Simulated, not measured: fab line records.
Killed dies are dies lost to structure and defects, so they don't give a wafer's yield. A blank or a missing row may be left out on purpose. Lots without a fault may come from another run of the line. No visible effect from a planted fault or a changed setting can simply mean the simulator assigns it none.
What tool caused it? / flow sky130 / 45 wafers from 15 lots sampled at 3 of the route's 708 steps

WHAT EACH GAUGE READ, for each wafer
No reading from a measuring or inspecting step in the record can be judged against a usual standard deviation.

TOOL THAT RAN EACH LOT (tool first, then ch and the chambers of the sampled wafers, then the start)
lot=L672; SKY_VIA2_ETCH_14=rie diel-01 ch 0,2,3, day 37 10:02; SKY_VIA2_ETCH_15=rie diel-01 ch 0,2,3, day 37 10:05; SKY_VIA2_STRIP_16=plasma asher-01 ch 0,1, day 37 10:08
lot=L673; SKY_VIA2_ETCH_14=rie diel-02 ch 0,2, day 37 20:25; SKY_VIA2_ETCH_15=rie diel-02 ch 0,2, day 37 20:27; SKY_VIA2_STRIP_16=plasma asher-03 ch 1, day 37 20:31
lot=L675; SKY_VIA2_ETCH_14=rie diel-04 ch 0,1, day 38 06:37; SKY_VIA2_ETCH_15=rie diel-04 ch 0,1, day 38 06:39; SKY_VIA2_STRIP_16=plasma asher-02 ch 0,1, day 38 06:45
lot=L681; SKY_VIA2_ETCH_14=rie diel-04 ch 0,1,2, day 40 04:40; SKY_VIA2_ETCH_15=rie diel-04 ch 0,1,2, day 40 04:43; SKY_VIA2_STRIP_16=plasma asher-01 ch 0,1, day 40 04:47
lot=L684; SKY_VIA2_ETCH_14=rie diel-02 ch 0,2,3, day 40 22:31; SKY_VIA2_ETCH_15=rie diel-02 ch 0,2,3, day 40 22:33; SKY_VIA2_STRIP_16=plasma asher-02 ch 0,1, day 40 22:37
lot=L683; SKY_VIA2_ETCH_14=rie diel-01 ch 0,1,3, day 41 01:31; SKY_VIA2_ETCH_15=rie diel-01 ch 0,1,3, day 41 01:33; SKY_VIA2_STRIP_16=plasma asher-02 ch 0,1, day 41 01:37
lot=L685; SKY_VIA2_ETCH_14=rie diel-04 ch 2,3, day 41 07:04; SKY_VIA2_ETCH_15=rie diel-04 ch 2,3, day 41 07:07; SKY_VIA2_STRIP_16=plasma asher-03 ch 0,1, day 41 07:11
lot=L686; SKY_VIA2_ETCH_14=rie diel-04 ch 0,1,2, day 41 13:26; SKY_VIA2_ETCH_15=rie diel-04 ch 0,1,2, day 41 13:29; SKY_VIA2_STRIP_16=plasma asher-02 ch 0,1, day 41 13:32
lot=L687; SKY_VIA2_ETCH_14=rie diel-04 ch 2,3, day 41 18:01; SKY_VIA2_ETCH_15=rie diel-04 ch 2,3, day 41 18:04; SKY_VIA2_STRIP_16=plasma asher-03 ch 0,1, day 41 18:08
lot=L688; SKY_VIA2_ETCH_14=rie diel-02 ch 0,1,2, day 41 18:14; SKY_VIA2_ETCH_15=rie diel-02 ch 0,1,2, day 41 18:17; SKY_VIA2_STRIP_16=plasma asher-02 ch 0,1, day 41 18:20
lot=L692; SKY_VIA2_ETCH_14=rie diel-01 ch 0,2,3, day 43 04:22; SKY_VIA2_ETCH_15=rie diel-01 ch 0,2,3, day 43 04:24; SKY_VIA2_STRIP_16=plasma asher-03 ch 0,1, day 43 04:28
lot=L691; SKY_VIA2_ETCH_14=rie diel-02 ch 0,2,3, day 43 10:16; SKY_VIA2_ETCH_15=rie diel-02 ch 0,2,3, day 43 10:18; SKY_VIA2_STRIP_16=plasma asher-01 ch 0,1, day 43 10:22
lot=L693; SKY_VIA2_ETCH_14=rie diel-02 ch 0,2, day 43 11:52; SKY_VIA2_ETCH_15=rie diel-02 ch 0,2, day 43 11:54; SKY_VIA2_STRIP_16=plasma asher-01 ch 0,1, day 43 11:58
lot=L689; SKY_VIA2_ETCH_14=rie diel-02 ch 0,2,3, day 43 14:01; SKY_VIA2_ETCH_15=rie diel-02 ch 0,2,3, day 43 14:04; SKY_VIA2_STRIP_16=plasma asher-01 ch 0,1, day 43 14:10
lot=L694; SKY_VIA2_ETCH_14=rie diel-02 ch 0,3, day 43 19:25; SKY_VIA2_ETCH_15=rie diel-02 ch 0,3, day 43 19:27; SKY_VIA2_STRIP_16=plasma asher-01 ch 0,1, day 43 19:31
- SKY_VIA2_ETCH_14: etches BARC in N2/H2, stops on SiO2, time 45.9 s, target depth 60 nm.
- SKY_VIA2_ETCH_15: etches SiO2 in C4F8/O2/Ar, stops on TiN, target depth 546 nm, time 84 s.
- SKY_VIA2_STRIP_16: strips in O2/N2.

WHAT THE TOOLS THEMSELVES READ (means of the sampled wafers that have a number; where no wafer has one, the mark that the record gives instead)
SKY_VIA2_ETCH_14.
lot=L672; tool=rie diel-01; bias w (W)=99.98; chamber pressure mTorr (mTorr)=29.996; drypump motor current A (A)=5.8; oes product au (a.u.)=0.859; throttle valve pct (%)=13.222
lot=L673; tool=rie diel-02; bias w (W)=99.90; chamber pressure mTorr (mTorr)=29.996; drypump motor current A (A)=5.7; oes product au (a.u.)=0.855; throttle valve pct (%)=13.225
lot=L675; tool=rie diel-04; bias w (W)=99.78; chamber pressure mTorr (mTorr)=29.994; drypump motor current A (A)=6.0; oes product au (a.u.)=0.854; throttle valve pct (%)=13.215
lot=L681; tool=rie diel-04; bias w (W)=99.84; chamber pressure mTorr (mTorr)=29.985; drypump motor current A (A)=6.1; oes product au (a.u.)=0.856; throttle valve pct (%)=13.223
lot=L684; tool=rie diel-02; bias w (W)=99.96; chamber pressure mTorr (mTorr)=29.994; drypump motor current A (A)=6.0; oes product au (a.u.)=0.850; throttle valve pct (%)=13.218
lot=L683; tool=rie diel-01; bias w (W)=100.43; chamber pressure mTorr (mTorr)=29.993; drypump motor current A (A)=5.8; oes product au (a.u.)=0.856; throttle valve pct (%)=13.219
lot=L685; tool=rie diel-04; bias w (W)=-; chamber pressure mTorr (mTorr)=-; drypump motor current A (A)=-; oes product au (a.u.)=-; throttle valve pct (%)=-
lot=L686; tool=rie diel-04; bias w (W)=-; chamber pressure mTorr (mTorr)=-; drypump motor current A (A)=-; oes product au (a.u.)=-; throttle valve pct (%)=-
lot=L687; tool=rie diel-04; bias w (W)=-; chamber pressure mTorr (mTorr)=-; drypump motor current A (A)=-; oes product au (a.u.)=-; throttle valve pct (%)=-
lot=L688; tool=rie diel-02; bias w (W)=99.84; chamber pressure mTorr (mTorr)=29.993; drypump motor current A (A)=5.5; oes product au (a.u.)=0.857; throttle valve pct (%)=13.222
lot=L692; tool=rie diel-01; bias w (W)=99.90; chamber pressure mTorr (mTorr)=30.006; drypump motor current A (A)=5.8; oes product au (a.u.)=0.854; throttle valve pct (%)=13.223
lot=L691; tool=rie diel-02; bias w (W)=100.05; chamber pressure mTorr (mTorr)=29.999; drypump motor current A (A)=6.0; oes product au (a.u.)=0.852; throttle valve pct (%)=13.223
lot=L693; tool=rie diel-02; bias w (W)=99.78; chamber pressure mTorr (mTorr)=29.980; drypump motor current A (A)=5.8; oes product au (a.u.)=0.854; throttle valve pct (%)=13.224
lot=L689; tool=rie diel-02; bias w (W)=100.16; chamber pressure mTorr (mTorr)=30.003; drypump motor current A (A)=6.0; oes product au (a.u.)=0.853; throttle valve pct (%)=13.229
lot=L694; tool=rie diel-02; bias w (W)=100.29; chamber pressure mTorr (mTorr)=30.024; drypump motor current A (A)=5.9; oes product au (a.u.)=0.853; throttle valve pct (%)=13.225

SKY_VIA2_ETCH_15.
lot=L672; tool=rie diel-01; bias w (W)=1200; chamber pressure mTorr (mTorr)=40.01; oes product au (a.u.)=0.937
lot=L673; tool=rie diel-02; bias w (W)=1199; chamber pressure mTorr (mTorr)=39.99; oes product au (a.u.)=0.939
lot=L675; tool=rie diel-04; bias w (W)=1202; chamber pressure mTorr (mTorr)=40.00; oes product au (a.u.)=0.939
lot=L681; tool=rie diel-04; bias w (W)=1199; chamber pressure mTorr (mTorr)=40.03; oes product au (a.u.)=0.938
lot=L684; tool=rie diel-02; bias w (W)=1203; chamber pressure mTorr (mTorr)=40.02; oes product au (a.u.)=0.938
lot=L683; tool=rie diel-01; bias w (W)=1201; chamber pressure mTorr (mTorr)=40.01; oes product au (a.u.)=0.939
lot=L685; tool=rie diel-04; bias w (W)=1205; chamber pressure mTorr (mTorr)=40.02; oes product au (a.u.)=0.379
lot=L686; tool=rie diel-04; bias w (W)=1197; chamber pressure mTorr (mTorr)=39.99; oes product au (a.u.)=0.373
lot=L687; tool=rie diel-04; bias w (W)=1201; chamber pressure mTorr (mTorr)=40.01; oes product au (a.u.)=0.381
lot=L688; tool=rie diel-02; bias w (W)=1201; chamber pressure mTorr (mTorr)=39.99; oes product au (a.u.)=0.940
lot=L692; tool=rie diel-01; bias w (W)=1199; chamber pressure mTorr (mTorr)=40.01; oes product au (a.u.)=0.936
lot=L691; tool=rie diel-02; bias w (W)=1198; chamber pressure mTorr (mTorr)=39.97; oes product au (a.u.)=0.943
lot=L693; tool=rie diel-02; bias w (W)=1198; chamber pressure mTorr (mTorr)=39.98; oes product au (a.u.)=0.938
lot=L689; tool=rie diel-02; bias w (W)=1200; chamber pressure mTorr (mTorr)=39.96; oes product au (a.u.)=0.942
lot=L694; tool=rie diel-02; bias w (W)=1195; chamber pressure mTorr (mTorr)=39.98; oes product au (a.u.)=0.939

SKY_VIA2_STRIP_16.
lot=L672; tool=plasma asher-01; drypump motor current A (A)=5.7; oes product au (a.u.)=0.396; strip time to endpoint s (s)=4.043
lot=L673; tool=plasma asher-03; drypump motor current A (A)=6.0; oes product au (a.u.)=0.397; strip time to endpoint s (s)=4.037
lot=L675; tool=plasma asher-02; drypump motor current A (A)=5.3; oes product au (a.u.)=0.404; strip time to endpoint s (s)=4.071
lot=L681; tool=plasma asher-01; drypump motor current A (A)=5.9; oes product au (a.u.)=0.394; strip time to endpoint s (s)=4.046
lot=L684; tool=plasma asher-02; drypump motor current A (A)=5.3; oes product au (a.u.)=0.395; strip time to endpoint s (s)=4.040
lot=L683; tool=plasma asher-02; drypump motor current A (A)=5.7; oes product au (a.u.)=0.399; strip time to endpoint s (s)=4.066
lot=L685; tool=plasma asher-03; drypump motor current A (A)=5.8; oes product au (a.u.)=0.417; strip time to endpoint s (s)=4.496
lot=L686; tool=plasma asher-02; drypump motor current A (A)=5.3; oes product au (a.u.)=0.417; strip time to endpoint s (s)=4.483
lot=L687; tool=plasma asher-03; drypump motor current A (A)=5.8; oes product au (a.u.)=0.418; strip time to endpoint s (s)=4.509
lot=L688; tool=plasma asher-02; drypump motor current A (A)=5.6; oes product au (a.u.)=0.394; strip time to endpoint s (s)=4.056
lot=L692; tool=plasma asher-03; drypump motor current A (A)=5.8; oes product au (a.u.)=0.397; strip time to endpoint s (s)=4.062
lot=L691; tool=plasma asher-01; drypump motor current A (A)=5.9; oes product au (a.u.)=0.398; strip time to endpoint s (s)=4.046
lot=L693; tool=plasma asher-01; drypump motor current A (A)=5.7; oes product au (a.u.)=0.394; strip time to endpoint s (s)=4.040
lot=L689; tool=plasma asher-01; drypump motor current A (A)=5.9; oes product au (a.u.)=0.395; strip time to endpoint s (s)=4.038
lot=L694; tool=plasma asher-01; drypump motor current A (A)=5.9; oes product au (a.u.)=0.401; strip time to endpoint s (s)=4.039

THE ANSWER, worked out from the rows above alone
Rule: what is usual is taken from the lots themselves. Put in order of their means at a reading, lots are off if they are a third of the lots or fewer, leave a main group of 4 or more, and stand apart from it by a gap of 3 or more times the standard deviation of the main group's means; of several such gaps the widest counts. The tables above print the reading to a certain number of digits; a main group whose means all agree to those digits is not used. Also off: a lot with no number at a reading for which 4 or more lots have one. Where the step has rows for the other lots, those lots are counted as sound. The gauges are gone through in route order, then the tools' own readings, and for those a lot's mean is taken as printed above. The first step at which some lot is off is used, and at that step the reading that is off furthest; a lot without a number counts as furthest.
Off at SKY_VIA2_ETCH_14 (bias w): L685, L686, L687. Without a number there: L685, L686, L687. Mean 99.99 W and standard deviation 0.2 in the main group.
A tool fits if, at that step or a process step before it, it ran every lot that is off, and no sound lot after the first of them. One fits: SKY_VIA2_ETCH_14 on rie diel-04. A fault onset in the window from L681 (day 40 04:40, its last sound lot) to L685 (day 41 07:04, its first lot off) fits.
Blank at SKY_VIA2_ETCH_14 on the lots that are off, where sound lots have numbers: bias w, chamber pressure mTorr, drypump motor current A, oes product au, throttle valve pct.

WHAT HAD BEEN PUT IN BY THE SIMULATOR
Entire step skipped (rie diel-04, SKY_VIA2_ETCH_14), from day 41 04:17 onward. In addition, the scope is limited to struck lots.
Lots struck among those shown: L685, L686, L687. Same finding as the rule above.
